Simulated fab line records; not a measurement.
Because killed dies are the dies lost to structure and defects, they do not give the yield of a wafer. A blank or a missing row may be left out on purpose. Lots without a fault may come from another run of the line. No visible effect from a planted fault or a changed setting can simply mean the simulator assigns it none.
Comparing a struck lot with a sound one	flow gf180mcu	43 steps out of a route of 602
Sound: the wafers L397.1, L397.2, L397.5. Struck: wafer L406.6 (left out: L406.5, a lot-mate that was not struck); the cause follows at the end.
At each step with rows: each side's tool, then ch and its chambers, then its first start. Under that, the readings that differ: sound wafers	struck wafers	difference of the means	sigmas: that difference in standard deviations of wafers without a fault.
alike: readings with means less than 2 such deviations apart, plus words and numbers identical on both sides. not compared: withheld readings, readings lacking a value on some wafer, bounds such as >300 that could conceal the same value, and numbers that have no deviation in the record and whose values overlap.
A row with sigmas, a row that says differs or no value, or rows on one side alone: a step with any of these is where the two part. Numbers that have no deviation but don't overlap get no sigmas and don't part them. A reading that every wafer of one side lacks parts them only if that side has two wafers or more.

first, 1 step without rows for these wafers: GF_NWELL_IMPLANT_09.
GF_NWELL_STRIP_10: strips in O2/N2.
  sound on plasma asher-01 ch 0,1, day 3 12:41; struck on plasma asher-04 ch 0, day 5 15:49
  alike: drypump motor current A, heater power w, oes product au, strip time to endpoint s
  not compared: rf hours counter h
GF_NWELL_TW_MEAS_11:
  sound: film metro-04 at day 3 12:47; struck: film metro-02 at day 5 15:53
reading	sound	struck	difference	sigmas
NWELL_TW	1541 1548 1546	1571	+26	+2
then, 7 steps without rows for these wafers: GF_LVPWELL_DEHYDRATE_00 (time 60 s); GF_LVPWELL_HMDS_01 (prime time 60 s); GF_LVPWELL_COAT_02 (resist thk 3000 nm); GF_LVPWELL_SOFTBAKE_03; GF_LVPWELL_EXPOSE_04 (exposes mask LVPWELL, target cd 600 nm); GF_LVPWELL_PEB_05; GF_LVPWELL_DEVELOP_06 (develop time 60 s).
GF_LVPWELL_OVL_MEAS_07:
  sound: overlay-02 at day 4 01:39; struck: overlay-02 at day 6 06:16
  alike: LVPWELL_OVL
following that, these wafers have no rows for 1 step: GF_LVPWELL_IMPLANT_08.
GF_LVPWELL_IMPLANT_09:
  sound on implanter-01 ch 0, day 4 01:50; struck on implanter-01 ch 0, day 6 06:31
reading	sound	struck	difference	sigmas
beam on s (s)	9.95 9.74 9.94	11.65	+1.77	+10
dose ions cm2	4.99e+12 4.989e+12 4.997e+12	5.006e+12	+1.400e+10	+2
faraday current uA	28.5 28.9 28.4	24.1	-4.5	-9
GF_LVPWELL_STRIP_10: strips in O2/N2.
  sound on plasma asher-02 ch 0,1, day 4 01:59; struck on plasma asher-03 ch 0, day 6 06:38
  alike: drypump motor current A, heater power w, oes product au, strip time to endpoint s
  not compared: rf hours counter h
GF_LVPWELL_TW_MEAS_11:
  sound: film metro-04 at day 4 02:05; struck: film metro-04 at day 6 06:43
  alike: LVPWELL_TW
then, 7 steps without rows for these wafers: GF_MVSD_DEHYDRATE_00 (time 60 s); GF_MVSD_HMDS_01 (prime time 60 s); GF_MVSD_COAT_02 (resist thk 3000 nm); GF_MVSD_SOFTBAKE_03; GF_MVSD_EXPOSE_04 (exposes mask MVSD, target cd 1000 nm); GF_MVSD_PEB_05; GF_MVSD_DEVELOP_06 (develop time 60 s).
GF_MVSD_OVL_MEAS_07:
  sound: overlay-02 at day 4 14:48; struck: overlay-01 at day 6 21:23
  alike: MVSD_OVL
then, 2 steps without rows for these wafers: GF_MVSD_IMPLANT_08; GF_MVSD_IMPLANT_09.
GF_MVSD_STRIP_10: strips in O2/N2.
  sound on plasma asher-01 ch 0,1, day 4 15:08; struck on plasma asher-02 ch 1, day 6 21:45
reading	sound	struck	difference	sigmas
heater power w (W)	326 359 354	290	-56	-4
  alike: drypump motor current A, oes product au, strip time to endpoint s
  not compared: rf hours counter h
GF_MVSD_TW_MEAS_11:
  sound: film metro-03 at day 4 15:14; struck: film metro-04 at day 6 21:50
  alike: MVSD_TW
then, 7 steps without rows for these wafers: GF_MVPSD_DEHYDRATE_00 (time 60 s); GF_MVPSD_HMDS_01 (prime time 60 s); GF_MVPSD_COAT_02 (resist thk 3000 nm); GF_MVPSD_SOFTBAKE_03; GF_MVPSD_EXPOSE_04 (exposes mask MVPSD, target cd 1000 nm); GF_MVPSD_PEB_05; GF_MVPSD_DEVELOP_06 (develop time 60 s).
GF_MVPSD_OVL_MEAS_07:
  sound: overlay-02 at day 5 06:02; struck: overlay-02 at day 7 14:07
  alike: MVPSD_OVL
then, 2 steps without rows for these wafers: GF_MVPSD_IMPLANT_08; GF_MVPSD_IMPLANT_09.
GF_MVPSD_STRIP_10: strips in O2/N2.
  sound on plasma asher-03 ch 0,1, day 5 06:22; struck on plasma asher-01 ch 0, day 7 14:29
reading	sound	struck	difference	sigmas
heater power w (W)	335 336 337	314	-22	-3
  alike: drypump motor current A, oes product au, strip time to endpoint s
  not compared: rf hours counter h
GF_MVPSD_TW_MEAS_11:
  sound: film metro-04 at day 5 06:28; struck: film metro-02 at day 7 14:34
reading	sound	struck	difference	sigmas
MVPSD_TW	542 542 544	555	+12	+3
then, 3 steps without rows for these wafers: GF_VT_IMPLANT_DEHYDRATE_00 (time 60 s); GF_VT_IMPLANT_HMDS_01 (prime time 60 s); GF_VT_IMPLANT_COAT_02 (resist thk 1000 nm).
-- the record jumps here: 3 days lie between the struck wafers' starts before and after --
GF_VT_IMPLANT_RS_MEAS_48: uses a four-point probe to measure.
  sound: film metro-02 at day 7 20:03; struck: film metro-02 at day 10 11:02
reading	sound	struck	difference	sigmas
LVPWELL_RS (ohm/sq)	1199 1199 1198	1166	-33	-11

== WHERE THEY PART ==
First at GF_NWELL_TW_MEAS_11; last, within this record, at GF_VT_IMPLANT_RS_MEAS_48.

WHY: what had been put in by the simulator
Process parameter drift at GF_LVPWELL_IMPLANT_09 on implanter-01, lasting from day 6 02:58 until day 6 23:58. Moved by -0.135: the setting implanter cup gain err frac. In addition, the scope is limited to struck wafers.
